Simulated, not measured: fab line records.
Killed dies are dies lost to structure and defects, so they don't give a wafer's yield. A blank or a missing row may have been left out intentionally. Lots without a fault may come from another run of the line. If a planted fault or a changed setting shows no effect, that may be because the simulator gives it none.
fab line records	flow sky130
record lots=12	wafers=36	last_day=50
route steps=708 shown VIA1@479 VIA3@575 METAL5@664 PAD_OPEN@708
lots untouched by any fault: they come from a run of this same line in which no faults occurred
start_h: start of the lot's first displayed wafer, in hours after the record's first day	wait_h: how many hours have passed since the lot's step before this one	" same as the row above	L1.1+2: a single row standing in for several wafers	- either no value or no given start	* or withheld: withheld	< > ~ a bound
route shown NAME@n: a module of which the file shows steps, and the number in the route of the first	usual: the fault-free wafers' mean and standard deviation	same: alike in all rows	chamber/n: place in a boat	sites: readings site by site	_std_site: how widely they spread, as a standard deviation	_edge_site: outer sites' mean less inner sites'	radius_mm: for every site, how far away it sits from the centre of the wafer	mask NAME#n: copy n	behind: the most recent tool/chamber to have shaped the wafer	hold: cause of the lot's hold/its duration in hours/its outcome	device: names the non-switching transistor (n, p or np)	end of line: the tests these same wafers got at the end of their route	a step without rows: its recipe alone	killed: dies that structure and defects cost at the first sort, which is not the same as the wafer's yield	map: the dies of a wafer, with x for killed, . for not killed, _ for no die there
set.NAME: the run value of the setting; set.NAME@STEP: its run value at that earlier step	model.NAME: the simulator's own value behind a step, which no gauge read
a sample of lots followed through the steps of the route, with each step as a table and each wafer as a row
services: a tool's chamber out of use, with start hour (start_h, from the record's first day; less than 0 if before it), hours out, and reason
## steps
# step SKY_VIA1_CVD_21
# recipe material=W	target_thk_nm=270	time_s=80.902	temp_c=400	pressure_torr=40
# usual heater_power_w=874/130
lot.wafer	tool	chamber	start_h	wait_h	heater_power_w
L300.2	cvd_w-02	1	786.64	0.0	699
L300.3	"	0	"	"	957
L300.4	"	1	"	"	705
L301.1	cvd_w-02	1	795.78	0.0	690
L301.3	"	0	"	"	978
L301.5	"	0	"	"	994
L304.2	cvd_w-02	0	822.44	0.0	968
L304.3	"	1	"	"	701
L304.5	"	0	"	"	965
L306.1	cvd_w-02	1	840.58	0.0	713
L306.3	"	0	"	"	980
L306.4	"	1	"	"	693
L308.4	cvd_w-02	1	852.75	0.1	725
L308.5	"	1	"	"	706
L308.6	"	0	"	"	959
L310.2	cvd_w-02	1	869.26	0.0	693
L310.5	"	0	"	"	1008
L310.6	"	1	"	"	724
L311.1	cvd_w-01	0	877.81	0.0	870
L311.4	"	1	"	"	1060
L311.5	"	1	"	"	1067
L312.2	cvd_w-01	0	887.83	0.0	890
L312.3	"	0	"	"	897
L312.4	"	1	"	"	1082
L313.4	cvd_w-02	1	900.00	0.0	714
L313.5	"	0	"	"	975
L313.6	"	1	"	"	727
L316.2	cvd_w-02	1	926.78	0.0	712
L316.3	"	1	"	"	712
L316.5	"	1	"	"	708
L321.1	cvd_w-02	0	948.22	0.0	979
L321.5	"	0	"	"	986
L321.6	"	1	"	"	715
L323.1	cvd_w-01	1	957.97	0.0	927
L323.3	"	1	"	"	927
L323.6	"	1	"	"	924
# step SKY_VIA3_CMP_02
# recipe material=SiO2	down_force_psi=4	platen_rpm=60	pad_velocity_m_s=0.94248
# usual motor_current_A=12.6/1.5
lot.wafer	tool	chamber	start_h	wait_h	motor_current_A
L300.2	cmp-01	3	899.03	0.1	11.4
L300.4	"	0	"	"	11.8
L300.3	"	1	"	"	12.1
L301.1	cmp-01	1	907.83	0.1	12.0
L301.3	"	3	"	"	11.4
L301.5	"	1	"	"	11.7
L304.2	cmp-02	1	932.38	0.1	11.2
L304.3	"	2	"	"	14.4
L304.5	"	1	"	"	11.0
L306.3	cmp-01	0	948.38	0.1	10.9
L306.1	"	1	"	"	12.9
L306.4	"	2	"	"	13.1
L308.4	cmp-02	1	960.69	0.3	11.6
L308.5	"	2	"	"	14.6
L308.6	"	3	"	"	15.4
L310.2	cmp-02	0	975.12	0.1	11.6
L310.6	"	2	"	"	13.2
L310.5	"	3	"	"	15.7
L311.1	cmp-01	1	984.43	0.1	12.1
L311.4	"	3	"	"	10.7
L311.5	"	1	"	"	12.5
L312.4	cmp-02	3	991.66	0.1	14.6
L312.2	"	0	"	"	11.4
L312.3	"	1	"	"	11.8
L313.4	cmp-01	1	1005.12	0.2	11.5
L313.6	"	2	"	"	13.1
L313.5	"	3	"	"	11.3
L316.3	cmp-02	1	1028.28	0.1	10.9
L316.2	"	3	"	"	15.5
L316.5	"	0	"	"	12.2
L321.1	cmp-01	2	1045.84	0.2	13.3
L321.5	"	3	"	"	10.6
L321.6	"	0	"	"	11.2
L323.3	cmp-01	3	1055.95	0.0	11.2
L323.1	"	0	"	"	10.6
L323.6	"	3	"	"	11.5
# step SKY_VIA3_ETCH_15
# recipe target=SiO2	chemistry=C4F8/O2/Ar	target_depth_nm=507	stop_on=TiN	mask_material=KrF-thick	source_w=1500	bias_w=1200	pressure_mtorr=40	c4f8_flow_sccm=withheld	O2_flow_sccm=6	Ar_flow_sccm=300	time_s=78
# usual oes_product_au=0.945/0.0043	rf_fwd_power_W=1487/5.4
lot.wafer	tool	chamber	start_h	wait_h	oes_product_au	rf_fwd_power_W	rf_hours_counter_h
L300.2	rie_diel-03	2	924.12	0.0	0.945	1496	2
L300.3	"	1	"	"	0.945	1488	11
L300.4	"	3	"	"	0.949	1486	12
L301.1	rie_diel-04	2	933.37	0.0	0.940	1486	13
L301.3	"	0	"	"	0.953	1486	26
L301.5	"	2	"	"	0.940	1490	-
L304.2	rie_diel-03	3	957.37	0.0	0.946	1486	12
L304.3	"	0	"	"	0.949	1488	27
L304.5	"	1	"	"	0.946	1489	-
L306.1	rie_diel-02	2	972.17	0.0	0.951	1485	6
L306.3	"	0	"	"	0.939	1482	1
L306.4	"	1	"	"	0.947	1478	11
L308.4	rie_diel-03	1	984.80	0.0	0.947	1496	-
L308.5	"	3	"	"	0.947	1483	-
L308.6	"	2	"	"	0.946	1484	-
L310.2	rie_diel-04	1	999.11	0.0	0.943	1489	23
L310.5	"	3	"	"	0.946	1478	-
L310.6	"	2	"	"	0.943	1484	-
L311.1	rie_diel-04	0	1008.86	0.0	0.943	1475	1
L311.4	"	2	"	"	0.946	1486	16
L311.5	"	3	"	"	0.942	1493	-
L312.2	rie_diel-02	3	1015.21	0.0	0.947	1483	19
L312.3	"	1	"	"	0.950	1487	13
L312.4	"	1	"	"	0.947	1486	-
L313.4	rie_diel-03	0	1028.26	0.0	0.945	1486	-
L313.5	"	1	"	"	0.940	1497	-
L313.6	"	2	"	"	0.946	1497	-
L316.2	rie_diel-03	0	1051.22	0.0	0.941	1490	2
L316.3	"	3	"	"	0.946	1492	16
L316.5	"	2	"	"	0.941	1501	-
L321.1	rie_diel-04	3	1068.43	0.0	0.948	1492	4
L321.5	"	3	"	"	0.941	1491	-
L321.6	"	1	"	"	0.934	1487	-
L323.1	rie_diel-03	0	1077.66	0.0	0.953	1489	3
L323.3	"	3	"	"	0.951	1488	17
L323.6	"	0	"	"	0.939	1491	-
# step SKY_METAL5_SPUTTER_03
# recipe material=Ti	target_thk_nm=5	power_w=3000	time_s=3.3	chamber_pressure_pa=0.4
# usual throttle_valve_pct=30.6/1.2
lot.wafer	tool	chamber	start_h	wait_h	throttle_valve_pct
L300.2	pvd_sputter-02	-	1002.66	0.0	29.1
L300.3	"	-	"	"	31.6
L300.4	"	-	"	"	31.0
L301.1	pvd_sputter-02	-	1010.61	0.0	31.8
L301.3	"	-	"	"	31.1
L301.5	"	-	"	"	29.1
L304.2	pvd_sputter-02	-	1032.66	0.0	31.7
L304.3	"	-	"	"	32.4
L304.5	"	-	"	"	32.2
L306.1	pvd_sputter-02	-	1046.20	0.0	31.8
L306.3	"	-	"	"	31.1
L306.4	"	-	"	"	32.2
L308.4	pvd_sputter-02	-	1058.65	0.0	31.7
L308.5	"	-	"	"	31.1
L308.6	"	-	"	"	32.1
L310.2	pvd_sputter-02	-	1071.12	0.0	32.3
L310.5	"	-	"	"	31.6
L310.6	"	-	"	"	29.2
L311.1	pvd_sputter-01	-	1080.97	0.0	30.6
L311.4	"	-	"	"	30.4
L311.5	"	-	"	"	31.1
L312.2	pvd_sputter-01	-	1086.98	0.0	29.1
L312.3	"	-	"	"	30.6
L312.4	"	-	"	"	31.0
L313.4	pvd_sputter-02	-	1098.53	0.0	31.8
L313.5	"	-	"	"	31.8
L313.6	"	-	"	"	31.8
L316.2	pvd_sputter-03	-	1118.71	0.0	30.5
L316.3	"	-	"	"	29.4
L316.5	"	-	"	"	30.7
L321.1	pvd_sputter-02	-	1133.90	0.0	32.0
L321.5	"	-	"	"	29.1
L321.6	"	-	"	"	31.8
L323.1	pvd_sputter-02	-	1141.98	0.0	31.9
L323.3	"	-	"	"	31.8
L323.6	"	-	"	"	32.0
# step SKY_PAD_OPEN_PROBE_99
# usual defect_limited_yield=82.7/1.7	killed_at_M0_to_M3=44/7.1	killed_at_M4_up=3.3/1.8	killed_at_contacts=23/5.5	killed_at_front_end=15/4.5	killed_at_other=0.2/0.48	killed_dies=85/8.4	killed_on_rim=17/3.5	killed_open=46/6.6	killed_short=39/6.1	sort_bin_3_pad_short=0.9/0.36	sort_bin_5_function=10.3/1.4	sort_bin_6_memory=6.2/1	sort_n_pass=407/8.4	sort_yield_pct=82.7/1.7
# same gross_dies=492	killed_at_back_side=0	sort_bin_4_leakage[%]=0	sort_bin_8_speed[%]=0
lot.wafer	tool	chamber	start_h	wait_h	hold	defect_limited_yield[%]	killed_at_M0_to_M3	killed_at_M4_up	killed_at_contacts	killed_at_front_end	killed_at_other	killed_dies	killed_on_rim	killed_open	killed_short	sort_bin_3_pad_short[%]	sort_bin_5_function[%]	sort_bin_6_memory[%]	sort_n_pass	sort_yield_pct[%]
L300.2	prober-01	-	1072.49	0.1	-	83.1	47	4	16	16	0	83	15	51	32	0.6	10.8	5.5	409	83.1
L300.3	prober-01	-	1072.54	0.2	-	79.1	54	7	28	14	0	103	11	65	38	1.0	12.6	7.3	389	79.1
L300.4	prober-01	-	1072.59	0.2	-	84.6	42	2	24	8	0	76	18	34	42	0.8	8.7	5.9	416	84.6
L301.1	prober-02	-	1080.29	0.1	-	81.3	42	3	22	25	0	92	18	56	36	0.8	11.4	6.5	400	81.3
L301.3	prober-02	-	1080.39	0.2	-	85.0	41	2	20	11	0	74	15	39	35	0.4	8.3	6.3	418	85.0
L301.5	prober-02	-	1080.49	0.2	-	83.7	44	1	22	13	0	80	20	35	45	0.6	9.6	6.1	412	83.7
L304.2	prober-01	-	1101.30	1.0	-	80.5	51	1	30	14	0	96	16	57	39	0.6	11.2	7.7	396	80.5
L304.3	prober-01	-	1101.35	1.0	-	82.3	41	3	22	20	1	87	20	43	44	0.6	9.8	7.3	405	82.3
L304.5	prober-01	-	1101.45	1.1	-	83.1	42	1	23	17	0	83	19	56	27	1.2	9.3	6.3	409	83.1
L306.1	prober-02	-	1112.53	0.1	-	82.5	48	4	18	16	0	86	20	43	43	0.6	11.6	5.3	406	82.5
L306.3	prober-02	-	1112.63	0.2	-	83.5	45	6	16	14	0	81	20	37	44	1.2	9.8	5.5	411	83.5
L306.4	prober-02	-	1112.68	0.2	-	81.7	50	2	26	12	0	90	16	51	39	1.2	12.2	4.9	402	81.7
L308.4	prober-01	-	1124.42	0.2	-	83.1	53	3	14	13	0	83	16	37	46	0.8	10.4	5.7	409	83.1
L308.5	prober-01	-	1124.47	0.2	-	85.4	44	3	15	10	0	72	15	49	23	0.2	9.6	4.9	420	85.4
L308.6	prober-01	-	1124.52	0.2	-	83.1	42	5	25	10	1	83	18	43	40	1.0	10.2	5.7	409	83.1
L310.2	prober-01	-	1134.59	0.1	-	85.2	41	1	17	14	0	73	12	48	25	1.2	8.7	4.9	419	85.2
L310.5	prober-01	-	1134.74	0.2	-	81.5	39	2	30	19	1	91	9	45	46	0.8	8.5	9.1	401	81.5
L310.6	prober-01	-	1134.79	0.2	-	80.1	63	1	20	14	0	98	20	54	44	1.0	11.2	7.7	394	80.1
L311.1	prober-02	-	1142.86	0.1	-	83.3	36	4	23	19	0	82	12	39	43	0.6	11.4	4.7	410	83.3
L311.4	prober-02	-	1143.01	0.2	-	82.3	30	8	23	25	1	87	17	38	47	0.6	12.6	4.5	405	82.3
L311.5	prober-02	-	1143.06	0.2	-	82.1	44	3	17	24	0	88	18	40	47	0.8	10.6	6.5	404	82.1
L312.2	prober-01	-	1147.42	0.1	-	80.9	41	4	25	23	1	94	14	57	36	1.4	12.4	5.3	398	80.9
L312.3	prober-01	-	1147.47	0.2	-	79.7	50	4	34	12	0	100	21	51	49	0.8	12.6	6.9	392	79.7
L312.4	prober-01	-	1147.52	0.2	-	82.1	50	4	18	15	1	88	21	50	38	0.8	10.6	6.5	404	82.1
L313.4	prober-02	-	1159.95	0.2	-	81.5	44	2	30	15	0	91	7	48	43	1.0	12.0	5.5	401	81.5
L313.5	prober-02	-	1160.00	0.2	-	83.1	37	4	25	17	0	83	20	41	40	0.6	10.4	5.9	409	83.1
L313.6	prober-02	-	1160.05	0.2	-	82.9	48	5	14	16	1	84	19	37	46	0.6	10.4	6.1	408	82.9
L316.2	prober-02	-	1177.74	0.1	-	78.9	59	1	30	14	0	104	25	39	33	2.0	14.4	4.7	388	78.9
L316.3	prober-02	-	1177.79	0.2	-	77.4	73	4	15	16	3	111	26	48	36	1.8	12.6	8.1	381	77.4
L316.5	prober-02	-	1177.89	0.2	-	78.5	53	3	25	25	0	106	31	41	40	1.2	13.0	7.3	386	78.5
L321.1	prober-01	-	1189.41	0.1	await_dispo/10.3h/release	81.9	41	2	29	17	0	89	20	46	43	0.8	11.0	6.3	403	81.9
L321.5	prober-01	-	1189.61	0.2	await_dispo/10.3h/release	81.5	59	3	20	8	1	91	16	58	33	0.8	10.4	7.3	401	81.5
L321.6	prober-01	-	1189.66	0.2	await_dispo/10.3h/release	80.5	60	4	13	19	0	96	23	38	34	1.6	13.4	4.5	396	80.5
L323.1	prober-01	-	1196.39	0.1	-	85.4	41	3	12	16	0	72	9	34	37	1.0	7.1	6.5	420	85.4
L323.3	prober-01	-	1196.49	0.2	-	81.3	43	5	28	16	0	92	18	48	41	0	11.8	6.9	400	81.3
L323.6	prober-01	-	1196.64	0.2	-	80.5	52	4	18	21	1	96	20	57	39	0.8	12.0	6.7	396	80.5
# killed by level:class
L300.2 VIA1:geometric_particle:open=12 LI_CONTACT:geometric_particle:open=8 VIA2:geometric_particle:open=8 POLY_GATE:geometric_particle:open=7 METAL2:geometric_particle:short=7 VIA1:geometric_particle:short=6 CONTACT:geometric_particle:open=5 VIA3:geometric_particle:open=4
L300.3 VIA1:geometric_particle:open=15 CONTACT:geometric_particle:open=14 VIA2:geometric_particle:open=8 LI_CONTACT:geometric_particle:open=7 METAL2:geometric_particle:short=7 VIA3:geometric_particle:open=7 VIA2:geometric_particle:short=5 FIELD_ISO:geometric_particle:open=4
L300.4 VIA1:geometric_particle:open=9 CONTACT:geometric_particle:open=8 METAL1:geometric_particle:short=8 LI_CONTACT:geometric_particle:open=7 CONTACT:geometric_particle:short=4 METAL2:geometric_particle:short=4 VIA2:geometric_particle:short=4 METAL3:geometric_particle:short=4
L301.1 CONTACT:geometric_particle:open=12 VIA3:geometric_particle:open=9 VIA1:geometric_particle:open=8 VIA2:geometric_particle:open=7 FIELD_ISO:geometric_particle:open=6 POLY_GATE:geometric_particle:open=6 FIELD_ISO:geometric_particle:short=5 LI_CONTACT:geometric_particle:open=5
L301.3 CONTACT:geometric_particle:open=9 VIA3:geometric_particle:open=8 VIA1:geometric_particle:open=8 CONTACT:geometric_particle:short=6 VIA2:geometric_particle:open=6 METAL1:geometric_particle:short=4 VIA1:geometric_particle:short=4 METAL2:geometric_particle:short=4
L301.5 CONTACT:geometric_particle:short=10 METAL2:geometric_particle:short=7 VIA3:geometric_particle:open=7 VIA2:geometric_particle:open=6 FIELD_ISO:geometric_particle:short=5 FIELD_ISO:geometric_particle:open=5 VIA1:geometric_particle:open=5 CONTACT:geometric_particle:open=4
L304.2 CONTACT:geometric_particle:open=15 VIA1:geometric_particle:open=15 FIELD_ISO:geometric_particle:open=8 METAL1:geometric_particle:short=7 CONTACT:geometric_particle:short=6 VIA3:geometric_particle:open=6 VIA1:geometric_particle:short=5 VIA2:geometric_particle:short=5
L304.3 VIA1:geometric_particle:open=11 FIELD_ISO:geometric_particle:open=6 FIELD_ISO:geometric_particle:short=6 VIA3:geometric_particle:open=6 CONTACT:geometric_particle:open=6 LOCAL_INTERCONNECT:geometric_particle:short=5 VIA2:geometric_particle:open=5 POLY_GATE:geometric_particle:short=4
L304.5 CONTACT:geometric_particle:open=12 VIA1:geometric_particle:open=9 VIA3:geometric_particle:open=8 VIA2:geometric_particle:open=7 FIELD_ISO:geometric_particle:open=5 POLY_GATE:geometric_particle:open=4 LI_CONTACT:geometric_particle:open=4 VIA3:geometric_particle:short=4
L306.1 VIA2:geometric_particle:open=9 METAL1:geometric_particle:short=8 LI_CONTACT:geometric_particle:open=7 VIA1:geometric_particle:open=7 POLY_GATE:geometric_particle:open=6 CONTACT:geometric_particle:open=6 VIA1:geometric_particle:short=6 POLY_GATE:geometric_particle:short=4
L306.3 VIA1:geometric_particle:open=15 METAL2:geometric_particle:short=10 VIA1:geometric_particle:short=6 VIA3:geometric_particle:open=5 VIA2:geometric_particle:short=5 LI_CONTACT:geometric_particle:open=4 LOCAL_INTERCONNECT:geometric_particle:short=4 POLY_GATE:geometric_particle:short=3
L306.4 VIA1:geometric_particle:open=13 LI_CONTACT:geometric_particle:open=9 VIA2:geometric_particle:open=8 POLY_GATE:geometric_particle:open=6 VIA1:geometric_particle:short=6 VIA3:geometric_particle:open=6 METAL1:geometric_particle:short=5 METAL2:geometric_particle:short=5
L308.4 VIA1:geometric_particle:open=14 VIA3:geometric_particle:open=8 VIA1:geometric_particle:short=7 FIELD_ISO:geometric_particle:short=6 VIA2:geometric_particle:short=6 METAL2:geometric_particle:short=5 LOCAL_INTERCONNECT:geometric_particle:short=4 VIA2:geometric_particle:open=4
L308.5 VIA1:geometric_particle:open=12 VIA2:geometric_particle:open=7 CONTACT:geometric_particle:open=6 FIELD_ISO:geometric_particle:open=5 VIA1:geometric_particle:short=5 LI_CONTACT:geometric_particle:open=4 VIA3:geometric_particle:open=4 METAL1:geometric_particle:open=3
L308.6 VIA1:geometric_particle:open=10 LI_CONTACT:geometric_particle:open=9 METAL2:geometric_particle:short=9 CONTACT:geometric_particle:open=6 VIA3:geometric_particle:open=6 METAL4:geometric_particle:short=4 CONTACT:geometric_particle:short=4 VIA1:geometric_particle:short=4
L310.2 VIA1:geometric_particle:open=8 VIA3:geometric_particle:open=8 VIA2:geometric_particle:open=7 FIELD_ISO:geometric_particle:open=6 CONTACT:geometric_particle:open=6 CONTACT:geometric_particle:short=4 POLY_GATE:geometric_particle:open=3 LOCAL_INTERCONNECT:geometric_particle:open=3
L310.5 CONTACT:geometric_particle:open=9 LI_CONTACT:geometric_particle:open=7 METAL1:geometric_particle:short=7 POLY_GATE:geometric_particle:short=6 CONTACT:geometric_particle:short=6 VIA1:geometric_particle:open=6 VIA2:geometric_particle:open=6 METAL2:geometric_particle:short=5
L310.6 VIA1:geometric_particle:open=17 VIA3:geometric_particle:open=11 VIA2:geometric_particle:open=8 CONTACT:geometric_particle:open=7 LOCAL_INTERCONNECT:geometric_particle:short=6 VIA1:geometric_particle:short=5 METAL2:geometric_particle:short=5 FIELD_ISO:geometric_particle:short=4
L311.1 LI_CONTACT:geometric_particle:open=9 VIA2:geometric_particle:short=7 POLY_GATE:geometric_particle:short=7 CONTACT:geometric_particle:open=7 VIA2:geometric_particle:open=6 FIELD_ISO:geometric_particle:open=5 VIA3:geometric_particle:open=5 VIA1:geometric_particle:short=5
L311.4 LI_CONTACT:geometric_particle:open=10 POLY_GATE:geometric_particle:short=8 METAL4:geometric_particle:short=7 FIELD_ISO:geometric_particle:short=5 VIA2:geometric_particle:open=5 FIELD_ISO:geometric_particle:open=4 LI_CONTACT:geometric_particle:short=4 LOCAL_INTERCONNECT:geometric_particle:short=4
L311.5 VIA1:geometric_particle:short=8 POLY_GATE:geometric_particle:short=7 VIA1:geometric_particle:open=7 VIA3:geometric_particle:open=7 CONTACT:geometric_particle:open=6 FIELD_ISO:geometric_particle:open=5 CONTACT:geometric_particle:short=5 METAL1:geometric_particle:short=5
L312.2 CONTACT:geometric_particle:open=14 VIA1:geometric_particle:open=11 POLY_GATE:geometric_particle:open=7 FIELD_ISO:geometric_particle:open=6 LI_CONTACT:geometric_particle:open=6 VIA2:geometric_particle:short=6 METAL2:geometric_particle:short=6 VIA3:geometric_particle:open=4
L312.3 CONTACT:geometric_particle:open=12 VIA1:geometric_particle:open=9 CONTACT:geometric_particle:short=8 VIA3:geometric_particle:short=8 METAL2:geometric_particle:short=8 LOCAL_INTERCONNECT:geometric_particle:short=7 VIA3:geometric_particle:open=7 LI_CONTACT:geometric_particle:open=5
L312.4 VIA1:geometric_particle:open=15 VIA3:geometric_particle:open=9 CONTACT:geometric_particle:open=8 METAL2:geometric_particle:short=8 VIA2:geometric_particle:open=5 POLY_GATE:geometric_particle:open=4 POLY_GATE:geometric_particle:short=4 METAL4:geometric_particle:short=4
L313.4 CONTACT:geometric_particle:open=11 CONTACT:geometric_particle:short=10 VIA1:geometric_particle:open=10 VIA3:geometric_particle:open=7 VIA2:geometric_particle:open=6 LI_CONTACT:geometric_particle:open=5 FIELD_ISO:geometric_particle:short=4 FIELD_ISO:geometric_particle:open=4
L313.5 CONTACT:geometric_particle:open=9 LI_CONTACT:geometric_particle:open=8 VIA1:geometric_particle:short=7 FIELD_ISO:geometric_particle:open=6 VIA2:geometric_particle:open=6 METAL1:geometric_particle:short=5 METAL2:geometric_particle:short=5 FIELD_ISO:geometric_particle:short=4
L313.6 VIA1:geometric_particle:open=9 VIA2:geometric_particle:open=8 METAL1:geometric_particle:short=7 VIA1:geometric_particle:short=5 POLY_GATE:geometric_particle:open=4 POLY_GATE:geometric_particle:short=4 LI_CONTACT:geometric_particle:open=4 METAL2:geometric_particle:short=4
L316.2 VIA1:unspecified=32 CONTACT:geometric_particle:open=10 LI_CONTACT:geometric_particle:open=7 VIA3:geometric_particle:open=7 LOCAL_INTERCONNECT:geometric_particle:short=6 POLY_GATE:geometric_particle:short=5 LOCAL_INTERCONNECT:geometric_particle:open=4 METAL1:geometric_particle:short=4
L316.3 VIA1:unspecified=27 VIA3:geometric_particle:open=13 LI_CONTACT:geometric_particle:open=7 VIA2:geometric_particle:open=7 METAL1:geometric_particle:short=5 VIA1:geometric_particle:open=5 POLY_GATE:geometric_particle:open=4 METAL4:geometric_particle:short=4
L316.5 VIA1:unspecified=25 CONTACT:geometric_particle:open=9 LI_CONTACT:geometric_particle:open=9 FIELD_ISO:geometric_particle:short=6 POLY_GATE:geometric_particle:open=5 VIA3:geometric_particle:short=4 METAL1:geometric_particle:short=4 VIA1:geometric_particle:short=4
L321.1 VIA2:geometric_particle:open=13 CONTACT:geometric_particle:open=9 LI_CONTACT:geometric_particle:open=8 FIELD_ISO:geometric_particle:open=6 FIELD_ISO:geometric_particle:short=6 CONTACT:geometric_particle:short=6 VIA1:geometric_particle:short=6 VIA1:geometric_particle:open=4
L321.5 VIA1:geometric_particle:open=14 VIA2:geometric_particle:open=13 LI_CONTACT:geometric_particle:open=8 VIA3:geometric_particle:open=7 CONTACT:geometric_particle:open=6 METAL1:geometric_particle:short=5 VIA1:geometric_particle:short=5 METAL2:geometric_particle:short=5
L321.6 VIA1:unspecified=24 FIELD_ISO:geometric_particle:open=11 VIA3:geometric_particle:open=8 VIA2:geometric_particle:open=5 FIELD_ISO:geometric_particle:short=4 LI_CONTACT:geometric_particle:open=4 METAL1:geometric_particle:short=4 METAL2:geometric_particle:short=4
L323.1 VIA1:geometric_particle:open=12 METAL2:geometric_particle:short=7 FIELD_ISO:geometric_particle:open=4 METAL1:geometric_particle:short=4 VIA1:geometric_particle:short=4 VIA2:geometric_particle:open=4 VIA3:geometric_particle:open=3 POLY_GATE:geometric_particle:open=3
L323.3 CONTACT:geometric_particle:open=11 VIA2:geometric_particle:open=8 METAL1:geometric_particle:short=7 POLY_GATE:geometric_particle:short=7 LI_CONTACT:geometric_particle:open=7 VIA1:geometric_particle:open=6 METAL2:geometric_particle:short=6 LOCAL_INTERCONNECT:geometric_particle:short=5
L323.6 VIA1:geometric_particle:open=14 VIA2:geometric_particle:open=8 LI_CONTACT:geometric_particle:open=7 POLY_GATE:geometric_particle:open=6 CONTACT:geometric_particle:open=6 METAL1:geometric_particle:short=6 METAL2:geometric_particle:short=6 FIELD_ISO:geometric_particle:short=5
## services
tool	chamber	start_h	hours	kind
rie_diel-03	2	773.54	5.8	repair
cmp-02	-	774.28	1.3	repair
cmp-01	-	776.18	4.8	pm
rie_diel-03	0	807.51	8.4	repair
cmp-01	-	829.90	1.3	repair
pvd_sputter-02	-	836.35	0.5	repair
cmp-01	-	880.15	4.1	repair
cmp-01	-	880.38	0.6	repair
rie_diel-03	-	908.77	0.2	repair
cmp-01	-	912.00	4.0	pm
rie_diel-03	-	930.14	4.3	pm
rie_diel-03	-	952.74	0.3	repair
cvd_w-02	1	972.26	21.6	repair
cvd_w-02	-	982.52	2.8	pm
rie_diel-03	-	986.72	0.6	repair
rie_diel-03	1	997.82	6.3	repair
cmp-01	-	1011.66	0.6	repair
cmp-01	-	1012.09	4.8	repair
rie_diel-03	3	1020.80	8.9	repair
cvd_w-02	-	1052.20	1.7	repair
rie_diel-03	-	1081.20	2.8	pm
pvd_sputter-02	-	1090.04	1.3	repair
cvd_w-02	0	1095.57	5.1	repair
cmp-01	-	1109.97	1.2	repair
## key
first_sign step=SKY_PAD_OPEN_PROBE_99	reading=killed_at_M0_to_M3	direction=up	sigmas=2.5	usual=44	struck=61
effect step=SKY_PAD_OPEN_PROBE_99	reading=sort_bin_3_pad_short	direction=up	sigmas=2.3	usual=0.9	struck=1.7	wafers_moved=3
met_at SKY_VIA1_CVD_21
struck_lots L316,L321
struck_wafers L316.2,L316.3,L316.5,L321.6
not_acting_at SKY_VIA3_CMP_02,SKY_VIA3_ETCH_15,SKY_METAL5_SPUTTER_03
onset_between 900.00 926.78
fault kind=chamber_particle_source	tool=cvd_w-02	chamber=1	onset_h=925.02	steps=SKY_VIA1_CVD_21	rate_per_visit_cm2=0.63144	end_h=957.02
